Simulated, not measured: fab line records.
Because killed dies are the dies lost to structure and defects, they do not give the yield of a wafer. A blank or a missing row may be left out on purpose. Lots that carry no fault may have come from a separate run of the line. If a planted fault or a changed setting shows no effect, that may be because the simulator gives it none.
Split-lot trial | flow sky130 | 23 wafers read from 5 lots, route of 708 steps

ABOUT THE SPLIT
At SKY_VT_ADJUST_HVTR_COAT_02 (resist thk 1140 nm), the setting resist-thk-nm was moved away from the recipe's 1140 nm on 9 of the 23 wafers read, by -3.5% to +4.0%. The other wafers ran this setting at the recipe's value.

The reading is taken at the split's own step.

THE READING
NOVOLAK_of_VT_ADJUST_HVTR_COAT_02.thk-nm (the simulator's own value, which no gauge read), in nm, at SKY_VT_ADJUST_HVTR_COAT_02 (resist thk 1140 nm). There is no usual value for it anywhere in the file. Here, 14 wafers ran the recipe; their average is 1134 nm with a standard deviation of 4.9 nm.

wafer  | tool, chamber at the split | resist-thk-nm as run, nm | against the recipe | NOVOLAK_of_VT_ADJUST_HVTR_COAT_02.thk-nm, nm | against lot-mates on the recipe
L074.1 | litho-track-04, 0          | 1140                     | recipe             | 1132                                         | -
L074.2 | litho-track-04, 0          | 1140                     | recipe             | 1129                                         | -
L074.3 | litho-track-04, 0          | 1140                     | recipe             | 1124                                         | -
L074.5 | litho-track-04, 0          | 1140                     | recipe             | 1127                                         | -
L074.6 | litho-track-04, 0          | 1140                     | recipe             | 1128                                         | -
L079.2 | litho-track-02, 0          | 1140                     | recipe             | 1139                                         | -
L079.4 | litho-track-02, 0          | 1140                     | recipe             | 1137                                         | -
L079.5 | litho-track-02, 0          | 1140                     | recipe             | 1137                                         | -
L081.1 | litho-track-03, 0          | 1109                     | -2.7%              | 1102                                         | -31
L081.2 | litho-track-03, 0          | 1140                     | recipe             | 1131                                         | -
L081.3 | litho-track-03, 0          | 1140                     | recipe             | 1135                                         | -
L081.4 | litho-track-03, 0          | 1109                     | -2.7%              | 1108                                         | -25
L081.6 | litho-track-03, 0          | 1109                     | -2.7%              | 1105                                         | -28
L082.1 | litho-track-03, 0          | 1140                     | recipe             | 1139                                         | -
L082.2 | litho-track-03, 0          | 1186                     | +4.0%              | 1186                                         | +48
L082.3 | litho-track-03, 0          | 1186                     | +4.0%              | 1186                                         | +48
L082.4 | litho-track-03, 0          | 1186                     | +4.0%              | 1181                                         | +42
L082.6 | litho-track-03, 0          | 1140                     | recipe             | 1138                                         | -
L084.1 | litho-track-04, 0          | 1140                     | recipe             | 1137                                         | -
L084.2 | litho-track-04, 0          | 1140                     | recipe             | 1138                                         | -
L084.3 | litho-track-04, 0          | 1100                     | -3.5%              | 1095                                         | -42
L084.4 | litho-track-04, 0          | 1100                     | -3.5%              | 1098                                         | -40
L084.6 | litho-track-04, 0          | 1100                     | -3.5%              | 1097                                         | -40

FIT RESULTS
A straight line over all 23 wafers: NOVOLAK_of_VT_ADJUST_HVTR_COAT_02.thk-nm changes by +11.5 nm for each +1% of resist-thk-nm; r = +0.98; the points scatter about the line by 4.6 nm.
The same after taking each lot's own level away (the mean of its wafers on the recipe; 23 wafers): +11.2 nm for each +1%; r = +1.00; scatter 2.3 nm.
The reading moves by 45 nm for the largest change in resist-thk-nm, on that fit.
The span of the lots' own levels, 1128.0 to 1138.5 nm, comes to 2.2 times the standard deviation stated above.
Consequently the slope shifts little with the lot-to-lot level, the two slopes agreeing.
Check: for one of the wafers moved furthest among these (+4.0%), held out of the fit, the line's prediction against its lot-mates is +45.1 nm. Against them it came out at +47.5 nm.

OTHER SPLITS ON THESE WAFERS
These wafers also went through other splits before the reading. Each is held against what the fit with the lots' levels taken away leaves over:
other split on the same wafers           | wafers away from the commonest value | r with NOVOLAK_of_VT_ADJUST_HVTR_COAT_02.thk-nm (lot level and that fit taken away)
SKY_VT_ADJUST_LVTN_STRIP_20 o2-flow-sccm | 6                                    | -0.41

THE WHOLE CHAIN: every reading that the file lists as answering this split, in the file's order
step                        | what it does       | reading                                                                                   | change (the file's fit)              | r (the file's)
SKY_VT_ADJUST_HVTR_COAT_02  | resist thk 1140 nm | NOVOLAK_of_VT_ADJUST_HVTR_COAT_02.thk-nm (the simulator's own value, which no gauge read) | +11.2 nm for each +1% of the setting | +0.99
SKY_VT_ADJUST_HVTR_STRIP_10 | strips in O2/N2    | strip-time-to-endpoint-s                                                                  | withheld for each +1% of the setting | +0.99

THE FILE'S OWN FIT
NOVOLAK_of_VT_ADJUST_HVTR_COAT_02.thk-nm changes by +11.2 nm for each +1% of resist-thk-nm, r = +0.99.
